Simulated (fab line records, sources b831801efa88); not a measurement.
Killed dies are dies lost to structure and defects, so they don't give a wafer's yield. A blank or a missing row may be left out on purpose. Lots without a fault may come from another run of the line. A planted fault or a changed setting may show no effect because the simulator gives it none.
Split-lot experiment | flow sfq_line | 5 lots, 23 wafers read, on a route of 325 steps

THE SPLIT
At SFQ_TRILAYER_A5B_DEP_PECVD_129 (deposits SiO2 from SiH4/N2O, time 133.33 s, target thk 600 nm), the setting time_s was moved away from the recipe's 133.33 s on 5 of the 23 wafers read, by +12.7% to +14.2%. The other wafers ran this setting at the recipe's value.

The reading is taken at the split's own step.

THE READING
SiO2_of_TRILAYER_A5B_DEP_PECVD_129.thk_nm (the simulator's own value, which no gauge read), in nm, at SFQ_TRILAYER_A5B_DEP_PECVD_129 (deposits SiO2 from SiH4/N2O, time 133.33 s, target thk 600 nm). The file gives no usual value for it. The 18 wafers here that ran the recipe average 599.0 nm, standard deviation 6.9 nm.

wafer  | tool, chamber at the split | time_s as run, s | against the recipe | SiO2_of_TRILAYER_A5B_DEP_PECVD_129.thk_nm, nm | against lot-mates on the recipe
L078.2 | pecvd-02, 0                | 133.33           | recipe             | 602.7                                         | -
L078.3 | pecvd-02, 2                | 150.2            | +12.7%             | 677.4                                         | +70.0
L078.4 | pecvd-02, 1                | 150.2            | +12.7%             | 681.1                                         | +73.7
L078.5 | pecvd-02, 2                | 150.2            | +12.7%             | 690.4                                         | +83.0
L078.6 | pecvd-02, 0                | 133.33           | recipe             | 612.1                                         | -
L079.1 | pecvd-02, 0                | 133.33           | recipe             | 585.5                                         | -
L079.2 | pecvd-02, 1                | 133.33           | recipe             | 595.8                                         | -
L079.3 | pecvd-02, 2                | 133.33           | recipe             | 598.6                                         | -
L081.1 | pecvd-03, 1                | 133.33           | recipe             | 601.7                                         | -
L081.2 | pecvd-03, 0                | 133.33           | recipe             | 597.6                                         | -
L081.4 | pecvd-03, 0                | 133.33           | recipe             | 604.2                                         | -
L081.5 | pecvd-03, 2                | 133.33           | recipe             | 603.5                                         | -
L081.6 | pecvd-03, 1                | 133.33           | recipe             | 607                                           | -
L083.1 | pecvd-02, 2,0              | 133.33           | recipe             | 592                                           | -
L083.3 | pecvd-02, 2,0              | 133.33           | recipe             | 592                                           | -
L083.4 | pecvd-02, 0                | 133.33           | recipe             | 587.5                                         | -
L083.5 | pecvd-02, 1                | 152.3            | +14.2%             | 692.8                                         | +102.3
L083.6 | pecvd-02, 2                | 152.3            | +14.2%             | 685.1                                         | +94.6
L084.1 | pecvd-03, 1                | 133.33           | recipe             | 593.5                                         | -
L084.2 | pecvd-03, 2                | 133.33           | recipe             | 600.2                                         | -
L084.3 | pecvd-03, 0                | 133.33           | recipe             | 598.9                                         | -
L084.5 | pecvd-03, 1                | 133.33           | recipe             | 608.8                                         | -
L084.6 | pecvd-03, 2                | 133.33           | recipe             | 599.7                                         | -
Where a row lists several chambers, the file gives one row for several wafers and doesn't say which wafer went through which chamber.

THE FIT
A straight line over all 23 wafers: SiO2_of_TRILAYER_A5B_DEP_PECVD_129.thk_nm changes by +6.49 nm for each +1% of time_s; r = +0.98; the points scatter about the line by 6.9 nm.
The same after taking each lot's own level away (the mean of its wafers on the recipe; 23 wafers): +6.41 nm for each +1%; r = +0.99; scatter 5.5 nm.
On that fit, the largest move of time_s shifts the reading by 91 nm.
The lots' own levels span 590.50 to 607.40 nm, that is 2.4 times the standard deviation above.
So the lot-to-lot level changes the slope little: the two slopes agree.
Check: with one of the wafers moved furthest among these (+14.2%) left out of the fit, the line predicts +87.8 nm for it against its lot-mates. It came out at +102 nm against them.

OTHER SPLITS ON THESE WAFERS
These wafers also went through other splits before the reading. Each is held against what the fit with the lots' levels taken away leaves over:
other split on the same wafers                      | wafers away from the commonest value | r with SiO2_of_TRILAYER_A5B_DEP_PECVD_129.thk_nm (lot level and that fit taken away)
SFQ_TRILAYER_JJ_TRILAYER_DEP_SPUTTER_112 time_s     | 8                                    | +0.09
SFQ_TRILAYER_JJ_CE_LITHO_PEB_117 peb_time_s         | 6                                    | -0.14
SFQ_TRILAYER_JJ_CE_BARC_OPEN_RIE_150 pressure_mtorr | 15                                   | -0.10
SFQ_TRILAYER_M5_LITHO_EXPOSE_124 dose_mj            | 4                                    | -0.45

THE FILE'S OWN FIT
SiO2_of_TRILAYER_A5B_DEP_PECVD_129.thk_nm changes by +6.5 nm for each +1% of time_s, r = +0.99.
